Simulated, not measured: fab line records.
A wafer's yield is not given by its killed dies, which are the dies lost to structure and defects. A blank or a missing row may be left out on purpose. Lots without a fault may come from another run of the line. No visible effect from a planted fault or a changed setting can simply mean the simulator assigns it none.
fab line records ; flow sky130
record: lots: 7; wafers: 21; last-day: 50
route steps=708 shown CONTACT@424 METAL1@434
lots with no fault: from the same line, run without faults
start-h: hours from the record's first day to the start of the lot's first wafer shown ; wait-h: time in hours since the lot's previous step ; " the same as in the row above ; L1.1+2: a row that stands for several wafers ; - no value, or no start given ; * or withheld: withheld ; < > ~ a bound
route shown NAME@n: names a module that has steps shown in the file, with the first one's number in the route ; usual: mean and standard deviation over wafers with no fault ; same: alike in all rows ; chamber/n: place in a boat ; sites: per-site readings ; _std_site: their standard deviation ; _edge_site: outer sites' mean less inner sites' ; radius-mm: how far each site lies from the wafer's centre ; mask NAME#n: copy n ; behind: the most recent tool/chamber to have shaped the wafer ; hold: why the lot was held/for how many hours/how that ended ; device: the n, p or np transistor that did not switch ; end of line: tests of these same wafers at the route's end ; a step without rows: its recipe alone ; killed: dies lost to structure and defects at the first sort, not the wafer's yield ; map: per-die view of a wafer (x killed, . not killed, _ where there is no die)
set.NAME: the run value of the setting; set.NAME@STEP: its run value at that earlier step ; model.NAME: the simulator's own value behind a step, which no gauge read
certain route steps with their lots: each step a table, each wafer a row
services: when a tool's chamber went out of use (start-h, in hours from the record's first day, below 0 if earlier), for how many hours, and the reason
== steps ==
step: SKY_CONTACT_ETCH_18
recipe: target: Si3N4; chemistry: CHF3/O2; stop-on: TiN; source-w: 600; bias-w: 200; pressure-mtorr: 40; chf3-flow-sccm: 50; O2_flow_sccm: 5; time-s: 39; target-depth-a: 750
usual: drypump-motor-current-A: 5.8/0.4; oes-product-au: 0.855/0.0084; throttle-valve-pct: 8.793/0.0086
same: time-s: 39
lot.wafer;tool;chamber;start-h;wait-h;drypump-motor-current-A;oes-product-au;rf-hours-counter-h;throttle-valve-pct
L216.3;rie-diel-03;0;-;-;5.2;0.850;5;8.789
L216.4;rie-diel-03;1;-;-;5.1;0.848;11;8.789
L216.5;rie-diel-03;1;-;-;5.1;0.858;-;8.799
L219.2;rie-diel-02;2;-;-;6.1;0.858;8;8.796
L219.3;rie-diel-02;3;-;-;6.2;0.850;16;8.794
L219.5;rie-diel-02;0;-;-;5.3;0.867;-;8.805
L221.2;rie-diel-02;2;-;-;6.1;0.849;8;8.792
L221.3;rie-diel-02;3;-;-;6.2;0.858;16;8.783
L221.6;rie-diel-02;2;-;-;6.1;0.857;-;8.783
L220.1;rie-diel-02;3;-;-;6.2;0.852;16;8.784
L220.2;rie-diel-02;2;-;-;6.1;0.857;8;8.804
L220.6;rie-diel-02;3;-;-;6.2;0.864;-;8.792
L228.3;rie-diel-03;3;-;-;5.8;0.862;10;8.796
L228.4;rie-diel-03;0;-;-;5.2;0.869;9;8.802
L228.5;rie-diel-03;0;-;-;5.2;0.858;-;8.786
L236.1;rie-diel-02;3;-;-;6.2;0.846;20;8.777
L236.2;rie-diel-02;2;-;-;6.1;0.860;12;8.793
L236.3;rie-diel-02;1;-;-;6.2;0.853;13;8.796
L235.1;rie-diel-02;3;-;-;6.2;0.854;20;8.791
L235.4;rie-diel-02;0;-;-;5.3;0.850;4;8.794
L235.6;rie-diel-02;1;-;-;6.1;0.858;-;8.802
step: SKY_CONTACT_STRIP_19
recipe: chemistry: O2/N2; power-w: 1400; pressure-mtorr: 1500; platen-temp-c: withheld; o2-flow-sccm: 3000; n2-flow-sccm: 300; overash-fraction: 0.5
step: SKY_CONTACT_STRIP_20
recipe: chemistry: post-etch-residue-remover; time-s: 1200; temp-c: 72.5
step: SKY_CONTACT_CLEAN_21
recipe: chemistry: IPA; time-s: 180; temp-c: 25
step: SKY_CONTACT_CLEAN_22
recipe: chemistry: O3/DIW; dry: n2-spin
step: SKY_CONTACT_SPUTTER_23
recipe: material: TiN; target-thk-nm: 20; chamber-pressure-pa: 5; power-w: 4000; time-s: 80
step: SKY_CONTACT_CVD_24
recipe: material: W; target-thk-nm: 340; time-s: 102.12; temp-c: 400; pressure-torr: 40
step: SKY_CONTACT_RS_MEAS_25
recipe: thk-meas-gauge: four-point-probe; reads: W_of_CONTACT_CVD_24+TiN_of_CONTACT_SPUTTER_23
usual: CONTACT_W_RS: 0.337/0.0044
lot.wafer;tool;chamber;start-h;wait-h;CONTACT_W_RS[ohm/sq]
L216.3;film-metro-04;-;756.35;0.1;0.339
L216.4;film-metro-04;-;756.35;0.1;0.340
L216.5;film-metro-04;-;756.35;0.1;0.333
L219.2;film-metro-04;-;803.40;0.1;0.334
L219.3;film-metro-04;-;803.40;0.1;0.333
L219.5;film-metro-04;-;803.40;0.1;0.336
L221.2;film-metro-01;-;805.84;0.1;0.343
L221.3;film-metro-01;-;805.84;0.1;0.340
L221.6;film-metro-01;-;805.84;0.1;0.340
L220.1;film-metro-01;-;808.37;0.1;0.332
L220.2;film-metro-01;-;808.37;0.1;0.331
L220.6;film-metro-01;-;808.37;0.1;0.329
L228.3;film-metro-03;-;871.43;0.1;0.345
L228.4;film-metro-03;-;871.43;0.1;0.336
L228.5;film-metro-03;-;871.43;0.1;0.335
L236.1;film-metro-01;-;903.15;0.1;0.337
L236.2;film-metro-01;-;903.15;0.1;0.334
L236.3;film-metro-01;-;903.15;0.1;0.333
L235.1;film-metro-04;-;905.43;0.1;0.341
L235.4;film-metro-04;-;905.43;0.1;0.334
L235.6;film-metro-04;-;905.43;0.1;0.338
step: SKY_CONTACT_THK_MEAS_26
recipe: thk-meas-gauge: xrf; reads: W_of_CONTACT_CVD_24
usual: CONTACT_W_THK: 346/6.9
lot.wafer;tool;chamber;start-h;wait-h;CONTACT_W_THK[nm]
L216.3;film-metro-04;-;756.45;0.1;348
L216.4;film-metro-04;-;756.45;0.1;348
L216.5;film-metro-04;-;756.45;0.1;359
L219.2;film-metro-04;-;803.51;0.1;353
L219.3;film-metro-04;-;803.51;0.1;354
L219.5;film-metro-04;-;803.51;0.1;349
L221.2;film-metro-01;-;805.95;0.1;333
L221.3;film-metro-01;-;805.95;0.1;337
L221.6;film-metro-01;-;805.95;0.1;340
L220.1;film-metro-01;-;808.49;0.1;345
L220.2;film-metro-01;-;808.49;0.1;347
L220.6;film-metro-01;-;808.49;0.1;351
L228.3;film-metro-03;-;871.53;0.1;330
L228.4;film-metro-03;-;871.53;0.1;339
L228.5;film-metro-03;-;871.53;0.1;342
L236.1;film-metro-01;-;903.27;0.1;340
L236.2;film-metro-01;-;903.27;0.1;344
L236.3;film-metro-01;-;903.27;0.1;344
L235.1;film-metro-04;-;905.55;0.1;347
L235.4;film-metro-04;-;905.55;0.1;354
L235.6;film-metro-04;-;905.55;0.1;351
step: SKY_CONTACT_CMP_27
recipe: stop-on: SiO2; t-overpolish-s: 15; down-force-psi: 3.5; platen-rpm: 60; target-thk-nm: 0; pad-velocity-m-s: 0.94248
usual: motor-current-A: 11.3/1.2; overpolish-run-s: 15.000/0.0098; time-to-endpoint-s: 82/3.1
lot.wafer;tool;chamber;start-h;wait-h;motor-current-A;overpolish-run-s;time-to-endpoint-s
L216.3;cmp-02;2;756.49;0.0;11.9;14.991;84
L216.4;cmp-02;1;756.49;0.0;8.9;14.991;82
L216.5;cmp-02;3;756.49;0.0;11.3;14.993;83
L219.2;cmp-02;1;803.56;0.0;9.2;14.985;77
L219.3;cmp-02;0;803.56;0.0;12.2;14.991;80
L219.5;cmp-02;2;803.56;0.0;12.2;15.001;76
L221.2;cmp-01;0;806.00;0.0;10.6;14.997;81
L221.3;cmp-01;1;806.00;0.0;11.4;14.999;78
L221.6;cmp-01;0;806.00;0.0;10.9;15.010;83
L220.2;cmp-02;1;808.65;0.1;9.4;14.987;81
L220.1;cmp-02;2;808.65;0.1;12.5;15.021;80
L220.6;cmp-02;0;808.65;0.1;12.3;14.981;86
L228.4;cmp-02;0;871.62;0.1;12.2;14.998;86
L228.3;cmp-02;1;871.62;0.1;9.2;14.994;81
L228.5;cmp-02;0;871.62;0.1;12.2;14.997;85
L236.3;cmp-02;1;903.33;0.0;9.1;14.993;84
L236.1;cmp-02;2;903.33;0.0;12.7;14.996;82
L236.2;cmp-02;0;903.33;0.0;11.8;14.996;88
L235.4;cmp-01;0;905.61;0.0;11.0;14.985;84
L235.1;cmp-01;3;905.61;0.0;11.6;14.981;82
L235.6;cmp-01;0;905.61;0.0;10.8;15.006;86
step: SKY_METAL1_SPUTTER_00
recipe: material: Ti; target-thk-nm: 15; power-w: 3000; time-s: 10; chamber-pressure-pa: 0.4
usual: cathode-dc-power-W: 3000.0/0.6; chamber-pressure-pa: 0.3999/0.00078; throttle-valve-pct: 29.9/0.79
same: time-s: 10
lot.wafer;tool;chamber;start-h;wait-h;cathode-dc-power-W;chamber-pressure-pa;throttle-valve-pct
L216.3;pvd-sputter-02;-;756.79;0.2;2999.8;0.3992;30.2
L216.4;pvd-sputter-02;-;756.79;0.2;2999.7;0.3994;29.1
L216.5;pvd-sputter-02;-;756.79;0.2;2999.7;0.3991;30.9
L219.2;pvd-sputter-01;-;803.86;0.2;2999.8;0.3997;30.4
L219.3;pvd-sputter-01;-;803.86;0.2;3000.1;0.4005;29.0
L219.5;pvd-sputter-01;-;803.86;0.2;2999.9;0.3994;30.4
L221.2;pvd-sputter-02;-;806.30;0.2;2999.0;0.3999;30.2
L221.3;pvd-sputter-02;-;806.30;0.2;3000.3;0.4004;28.8
L221.6;pvd-sputter-02;-;806.30;0.2;3001.2;0.4018;31.0
L220.1;pvd-sputter-01;-;808.85;0.1;2999.9;0.3996;29.6
L220.2;pvd-sputter-01;-;808.85;0.1;3000.0;0.4005;29.8
L220.6;pvd-sputter-01;-;808.85;0.1;3000.1;0.3997;29.7
L228.3;pvd-sputter-03;-;871.87;0.1;3000.0;0.4009;29.6
L228.4;pvd-sputter-03;-;871.87;0.1;2999.5;0.3987;30.9
L228.5;pvd-sputter-03;-;871.87;0.1;3000.3;0.3992;29.9
L236.1;pvd-sputter-02;-;903.63;0.2;2999.7;0.3996;30.2
L236.2;pvd-sputter-02;-;903.63;0.2;3000.7;0.4009;30.7
L236.3;pvd-sputter-02;-;903.63;0.2;2999.8;0.4001;31.0
L235.1;pvd-sputter-02;-;905.91;0.1;2998.7;0.4001;28.9
L235.4;pvd-sputter-02;-;905.91;0.1;2999.4;0.3989;31.0
L235.6;pvd-sputter-02;-;905.91;0.1;2999.8;0.3994;30.9
step: SKY_METAL1_SPUTTER_01
recipe: material: TiN; target-thk-nm: 20; power-w: 6500; time-s: 16.7; chamber-pressure-pa: 0.4
step: SKY_METAL1_SPUTTER_02
recipe: material: AlCu; target-thk-nm: 250; power-w: 10600; time-s: 13.3; chamber-pressure-pa: 0.4
usual: cathode-dc-power-W: 10600/1.9; chamber-pressure-pa: 0.4001/0.00081; throttle-valve-pct: 29.9/0.8; time-s: 13.3/0
lot.wafer;tool;chamber;start-h;wait-h;cathode-dc-power-W;chamber-pressure-pa;throttle-valve-pct;time-s
L216.3;pvd-sputter-02;-;756.84;0.0;10599;0.4001;30.1;13.3
L216.4;pvd-sputter-02;-;756.84;0.0;10600;0.3995;29.2;13.3
L216.5;pvd-sputter-02;-;756.84;0.0;10603;0.4011;31.0;13.3
L219.2;pvd-sputter-01;-;803.91;0.0;-;-;-;-
L219.3;pvd-sputter-01;-;803.91;0.0;-;-;-;-
L219.5;pvd-sputter-01;-;803.91;0.0;-;-;-;-
L221.2;pvd-sputter-02;-;806.34;0.0;-;-;-;-
L221.3;pvd-sputter-02;-;806.34;0.0;-;-;-;-
L221.6;pvd-sputter-02;-;806.34;0.0;-;-;-;-
L220.1;pvd-sputter-01;-;808.90;0.0;-;-;-;-
L220.2;pvd-sputter-01;-;808.90;0.0;-;-;-;-
L220.6;pvd-sputter-01;-;808.90;0.0;-;-;-;-
L228.3;pvd-sputter-03;-;871.92;0.0;10597;0.3999;29.9;13.3
L228.4;pvd-sputter-03;-;871.92;0.0;10599;0.4012;31.0;13.3
L228.5;pvd-sputter-03;-;871.92;0.0;10597;0.3989;29.4;13.3
L236.1;pvd-sputter-02;-;903.68;0.0;10599;0.4010;30.2;13.3
L236.2;pvd-sputter-02;-;903.68;0.0;10602;0.3999;31.1;13.3
L236.3;pvd-sputter-02;-;903.68;0.0;10602;0.4008;30.8;13.3
L235.1;pvd-sputter-02;-;905.96;0.0;10600;0.4002;29.0;13.3
L235.4;pvd-sputter-02;-;905.96;0.0;10599;0.3993;31.1;13.3
L235.6;pvd-sputter-02;-;905.96;0.0;10601;0.3996;30.7;13.3
step: SKY_METAL1_SPUTTER_03
recipe: material: Ti; target-thk-nm: 5; power-w: 3000; time-s: 3.3; chamber-pressure-pa: 0.4
usual: cathode-dc-power-W: 3000.0/0.57; chamber-pressure-pa: 0.4000/0.00075; throttle-valve-pct: 29.9/0.8
same: time-s: 3.3
lot.wafer;tool;chamber;start-h;wait-h;cathode-dc-power-W;chamber-pressure-pa;throttle-valve-pct
L216.3;pvd-sputter-02;-;756.86;0.0;2999.9;0.3981;30.2
L216.4;pvd-sputter-02;-;756.86;0.0;2999.7;0.4012;29.2
L216.5;pvd-sputter-02;-;756.86;0.0;3000.1;0.4014;31.0
L219.2;pvd-sputter-01;-;803.93;0.0;2999.3;0.3995;30.8
L219.3;pvd-sputter-01;-;803.93;0.0;3000.1;0.3991;29.1
L219.5;pvd-sputter-01;-;803.93;0.0;3000.4;0.4005;30.5
L221.2;pvd-sputter-02;-;806.37;0.0;3000.9;0.3990;30.1
L221.3;pvd-sputter-02;-;806.37;0.0;3000.4;0.3987;29.2
L221.6;pvd-sputter-02;-;806.37;0.0;2999.9;0.4007;31.0
L220.1;pvd-sputter-01;-;808.92;0.0;2999.4;0.4005;29.8
L220.2;pvd-sputter-01;-;808.92;0.0;3000.7;0.4006;29.4
L220.6;pvd-sputter-01;-;808.92;0.0;2999.2;0.3988;29.6
L228.3;pvd-sputter-03;-;871.94;0.0;3000.1;0.3990;29.8
L228.4;pvd-sputter-03;-;871.94;0.0;3000.5;0.4006;31.0
L228.5;pvd-sputter-03;-;871.94;0.0;2999.3;0.3999;29.6
L236.1;pvd-sputter-02;-;903.70;0.0;3000.5;0.4002;30.3
L236.2;pvd-sputter-02;-;903.70;0.0;3000.6;0.3997;30.8
L236.3;pvd-sputter-02;-;903.70;0.0;3000.2;0.3991;30.9
L235.1;pvd-sputter-02;-;905.98;0.0;3000.8;0.4000;28.9
L235.4;pvd-sputter-02;-;905.98;0.0;2999.7;0.4006;30.8
L235.6;pvd-sputter-02;-;905.98;0.0;3000.8;0.3995;31.1
step: SKY_METAL1_SPUTTER_04
recipe: material: TiN; target-thk-nm: 70; power-w: 6500; time-s: 58.3; chamber-pressure-pa: 0.4
usual: cathode-dc-power-W: 6499.9/1.2; chamber-pressure-pa: 0.4000/0.00091; throttle-valve-pct: 29.8/0.82
same: time-s: 58.3
lot.wafer;tool;chamber;start-h;wait-h;cathode-dc-power-W;chamber-pressure-pa;throttle-valve-pct
L216.3;pvd-sputter-02;-;756.88;0.0;6497.6;0.3987;30.1
L216.4;pvd-sputter-02;-;756.88;0.0;6499.6;0.4002;29.1
L216.5;pvd-sputter-02;-;756.88;0.0;6500.4;0.3994;31.0
L219.2;pvd-sputter-01;-;803.95;0.0;6498.6;0.4009;30.4
L219.3;pvd-sputter-01;-;803.95;0.0;6500.0;0.4015;29.2
L219.5;pvd-sputter-01;-;803.95;0.0;6499.0;0.4004;30.7
L221.2;pvd-sputter-02;-;806.39;0.0;6501.4;0.3982;30.0
L221.3;pvd-sputter-02;-;806.39;0.0;6499.7;0.4002;29.1
L221.6;pvd-sputter-02;-;806.39;0.0;6499.1;0.4003;31.0
L220.1;pvd-sputter-01;-;808.94;0.0;6498.9;0.3997;29.6
L220.2;pvd-sputter-01;-;808.94;0.0;6498.5;0.3992;29.6
L220.6;pvd-sputter-01;-;808.94;0.0;6500.8;0.3984;29.4
L228.3;pvd-sputter-03;-;871.96;0.0;6500.9;0.3998;29.7
L228.4;pvd-sputter-03;-;871.96;0.0;6498.8;0.3999;31.2
L228.5;pvd-sputter-03;-;871.96;0.0;6499.7;0.4006;29.6
L236.1;pvd-sputter-02;-;903.72;0.0;6500.2;0.3980;30.4
L236.2;pvd-sputter-02;-;903.72;0.0;6497.9;0.4005;31.0
L236.3;pvd-sputter-02;-;903.72;0.0;6503.0;0.3998;30.9
L235.1;pvd-sputter-02;-;906.00;0.0;6501.2;0.4006;29.1
L235.4;pvd-sputter-02;-;906.00;0.0;6500.3;0.4001;30.6
L235.6;pvd-sputter-02;-;906.00;0.0;6497.6;0.4005;30.9
step: SKY_METAL1_RS_MEAS_05
recipe: thk-meas-gauge: four-point-probe; reads: TiN_of_METAL1_SPUTTER_04+Ti_of_METAL1_SPUTTER_03+AlCu_of_METAL1_SPUTTER_02+TiN_of_METAL1_SPUTTER_01+Ti_of_METAL1_SPUTTER_00
usual: METAL1_ALCU_RS: 0.1268/0.0013
lot.wafer;tool;chamber;start-h;wait-h;METAL1_ALCU_RS[ohm/sq]
L216.3;film-metro-01;-;756.97;0.1;0.1243
L216.4;film-metro-01;-;756.97;0.1;0.1249
L216.5;film-metro-01;-;756.97;0.1;0.1255
L219.2;film-metro-02;-;804.02;0.0;8.6802
L219.3;film-metro-02;-;804.02;0.0;8.7705
L219.5;film-metro-02;-;804.02;0.0;8.6907
L221.2;film-metro-04;-;806.46;0.0;8.6836
L221.3;film-metro-04;-;806.46;0.0;8.6512
L221.6;film-metro-04;-;806.46;0.0;8.6689
L220.1;film-metro-02;-;808.99;0.0;8.6802
L220.2;film-metro-02;-;808.99;0.0;8.6584
L220.6;film-metro-02;-;808.99;0.0;8.6341
L228.3;film-metro-04;-;872.05;0.1;0.1260
L228.4;film-metro-04;-;872.05;0.1;0.1257
L228.5;film-metro-04;-;872.05;0.1;0.1254
L236.1;film-metro-02;-;903.77;0.0;0.1260
L236.2;film-metro-02;-;903.77;0.0;0.1253
L236.3;film-metro-02;-;903.77;0.0;0.1266
L235.1;film-metro-01;-;906.05;0.0;0.1237
L235.4;film-metro-01;-;906.05;0.0;0.1258
L235.6;film-metro-01;-;906.05;0.0;0.1253
step: SKY_METAL1_THK_MEAS_06
recipe: thk-meas-gauge: xrf; reads: AlCu_of_METAL1_SPUTTER_02
usual: METAL1_ALCU_THK: 248.2/2.6
lot.wafer;tool;chamber;start-h;wait-h;METAL1_ALCU_THK[nm]
L216.3;film-metro-01;-;757.07;0.1;252.9
L216.4;film-metro-01;-;757.07;0.1;253.3
L216.5;film-metro-01;-;757.07;0.1;249.9
L219.2;film-metro-02;-;804.13;0.1;<0.3
L219.3;film-metro-02;-;804.13;0.1;<0.3
L219.5;film-metro-02;-;804.13;0.1;<0.3
L221.2;film-metro-04;-;806.57;0.1;<0.4
L221.3;film-metro-04;-;806.57;0.1;<0.4
L221.6;film-metro-04;-;806.57;0.1;<0.4
L220.1;film-metro-02;-;809.11;0.1;<0.3
L220.2;film-metro-02;-;809.11;0.1;<0.3
L220.6;film-metro-02;-;809.11;0.1;<0.3
L228.3;film-metro-04;-;872.15;0.1;249.7
L228.4;film-metro-04;-;872.15;0.1;249.9
L228.5;film-metro-04;-;872.15;0.1;251.0
L236.1;film-metro-02;-;903.89;0.1;249.4
L236.2;film-metro-02;-;903.89;0.1;248.2
L236.3;film-metro-02;-;903.89;0.1;247.9
L235.1;film-metro-01;-;906.17;0.1;254.6
L235.4;film-metro-01;-;906.17;0.1;248.6
L235.6;film-metro-01;-;906.17;0.1;250.6
step: SKY_METAL1_DEHYDRATE_07
recipe: temp-c: 200; time-s: 60
== services ==
tool;chamber;start-h;hours;kind
pvd-sputter-03;-;733.95;5.3;repair
rie-diel-02;-;735.44;2.8;pm
pvd-sputter-01;3;736.51;-;consumable-replace:kit
pvd-sputter-01;3;736.51;18.0;scheduled-down
pvd-sputter-01;3;736.51;18.0;vent-cycle
rie-diel-02;0;740.23;40.9;repair
cmp-01;-;744.00;4.0;pm
cmp-01;-;748.00;-;consumable-replace:conditioner
cmp-01;-;748.00;5.9;pm
pvd-sputter-02;1;748.25;-;consumable-replace:kit
pvd-sputter-02;1;748.25;18.0;scheduled-down
pvd-sputter-02;1;748.25;18.0;vent-cycle
rie-diel-03;0;756.00;4.4;repair
rie-diel-02;0;781.12;-;clean
rie-diel-02;0;781.12;19.6;scheduled-down
rie-diel-02;0;781.12;19.6;vent-cycle
pvd-sputter-01;-;791.03;4.0;repair
cmp-02;-;801.44;1.0;repair
rie-diel-03;1;810.45;9.2;repair
pvd-sputter-02;-;830.20;2.3;repair
cmp-02;-;845.36;4.0;pm
rie-diel-03;3;846.95;3.4;repair
cmp-01;-;864.84;4.7;pm
pvd-sputter-01;-;897.33;13.1;repair
== key ==
first-sign: step: SKY_METAL1_SPUTTER_02; reading: tool-record; direction: missing
effect: step: SKY_METAL1_RS_MEAS_05; reading: METAL1_ALCU_RS; direction: up; sigmas: 99+; usual: 0.1268; struck: 8.6798
effect: step: SKY_METAL1_THK_MEAS_06; reading: METAL1_ALCU_THK; direction: down; sigmas: 95; usual: 248.2; struck: <0.3
met-at SKY_METAL1_SPUTTER_02
struck-wafers L219.2,L219.3,L219.5,L220.1,L220.2,L220.6,L221.2,L221.3,L221.6
later-rows-left-out L219.2,L219.3,L219.5,L220.1,L220.2,L220.6,L221.2,L221.3,L221.6
sort-left-out L219.2,L219.3,L219.5,L220.1,L220.2,L220.6,L221.2,L221.3,L221.6
onset-between 756.84 803.91
fault: kind: skipped-step-whole; tool: pvd-sputter-01,pvd-sputter-02; chamber: -; onset-h: 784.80; steps: SKY_METAL1_SPUTTER_02; scope: struck-lots-only
sort-left-out: the simulated sort isn't trusted on such a fault, so these wafers' sort isn't shown, and their yield isn't known
later-rows-left-out: the simulator's readings of these wafers behind a module that went badly wrong aren't trusted and aren't shown, but for the sort
